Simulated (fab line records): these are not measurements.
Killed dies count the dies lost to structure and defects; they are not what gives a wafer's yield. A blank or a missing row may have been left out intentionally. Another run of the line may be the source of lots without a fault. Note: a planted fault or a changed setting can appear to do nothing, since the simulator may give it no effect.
Problem report in the 8D (eight disciplines) form, filled by code || flow gf180mcu || the parts of the form that need people (team, actions taken, sign-off) are left out

1. WHAT WENT WRONG
Mean NWELL_TW at GF_NWELL_TW_MEAS_11: 1463 over 3 wafers in 3 lots; fault-free wafers: 1566, standard deviation 16. Relative to the usual mean, that is a shift of -6.4 standard deviations.
First seen on wafer L614.6, day 4 21:40, on film metro-01. The record holds 38 wafers of 13 lots with a number at this step. Rule for "out", or "out of limits": more than 4 standard deviations from the usual mean. The other wafers with a number count as sound.

2. WHAT IT IS, AND WHAT IT ISN'T
{"question": "which readings at this step", "is": "NWELL_TW", "is not": "-"}
{"question": "which lots", "is": "L614, L615, L617", "is not": "L609, L611, L612, L613, L625, L627, L628, L630, L631, L632"}
{"question": "which wafers of those lots", "is": "L614.6, L615.1, L617.6", "is not": "L614.3, L614.4, L615.2, L617.2, L617.5"}
{"question": "read on which gauges", "is": "film metro-01, film metro-02", "is not": "film metro-04"}
{"question": "when", "is": "from day 4 21:40", "is not": "up to then (14 sound wafers); but 21 sound wafers of L615, L617, L625, L627, L628, L630, L631, L632 came after"}

3. THE SUSPECTS, EACH WITH WHAT RULES IT OUT
Counting: if a tool at a process step up to the reading ran every lot that is out, it stays a suspect. Sound lots after the first of them don't rule it out here, since some wafers of a struck lot are sound.
- ruled out: the gauge at GF_NWELL_TW_MEAS_11. 2 gauges (film metro-01, film metro-02) read the wafers that are out.
- implanter-02 at GF_NWELL_IMPLANT_08: kept. It processed each lot that is out (first: L614, day 4 21:18); up to then, its last sound lot is L613 (day 4 11:29). Its own beam on s, faraday current uA readings are out on those wafers.
The count leaves implanter-02 at GF_NWELL_IMPLANT_08.

4. THE CAUSE (what the simulator had put in)
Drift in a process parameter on implanter-02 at GF_NWELL_IMPLANT_08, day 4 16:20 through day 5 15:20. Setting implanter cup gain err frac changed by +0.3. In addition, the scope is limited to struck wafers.
After counting, this tool was the only one left.

5. THE EFFECT CHAIN, in route order
Rows list readings where the struck wafers' mean (over those with a number) sits beyond 3 standard deviations from the usual. Only readings for which the record gives a usual standard deviation are gone through. hours: the time from each lot's start at the first step in this table that gives one to its start at this step, as a median over the lots. sigmas: the change in usual standard deviations.
{"hours": 0, "step": "GF_NWELL_IMPLANT_08", "reading": "beam on s", "usual": "9.98 s", "on struck wafers": 7.63, "change": -2.35, "sigmas": -11}
{"hours": 0, "step": "GF_NWELL_IMPLANT_08", "reading": "faraday current uA", "usual": 84.7, "on struck wafers": 110.6, "change": "+25.9", "sigmas": "+14"}
{"hours": 0, "step": "GF_NWELL_TW_MEAS_11", "reading": "NWELL_TW", "usual": 1566, "on struck wafers": 1463, "change": -103, "sigmas": -6.4}
{"hours": 105, "step": "GF_VT_IMPLANT_RS_MEAS_47", "reading": "NWELL_RS", "usual": "487.7 ohm/sq", "on struck wafers": 560.2, "change": "+72.5", "sigmas": "+66"}
Its process steps:
- GF_NWELL_IMPLANT_08
At these later measuring or inspecting steps, every struck wafer for which the step has a row has a number for every such reading, and none has moved that far: GF_MVPSD_OVL_MEAS_07.

6. WHAT WOULD HAVE CAUGHT IT SOONER
The first out-of-limits reading at a measuring or inspecting step in this record came at day 4 21:40, 5 hours after the fault's start at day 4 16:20.
At GF_NWELL_IMPLANT_08, the tool's own readings (beam on s, faraday current uA) were out on each struck wafer the step has a row for, so an alarm limit on them would have fired on the first such wafer.
L615, L617, from the lots that are out (3), started GF_NWELL_IMPLANT_08 on implanter-02 later than day 4 21:40. A hold on the tool at that time would have spared those 2.
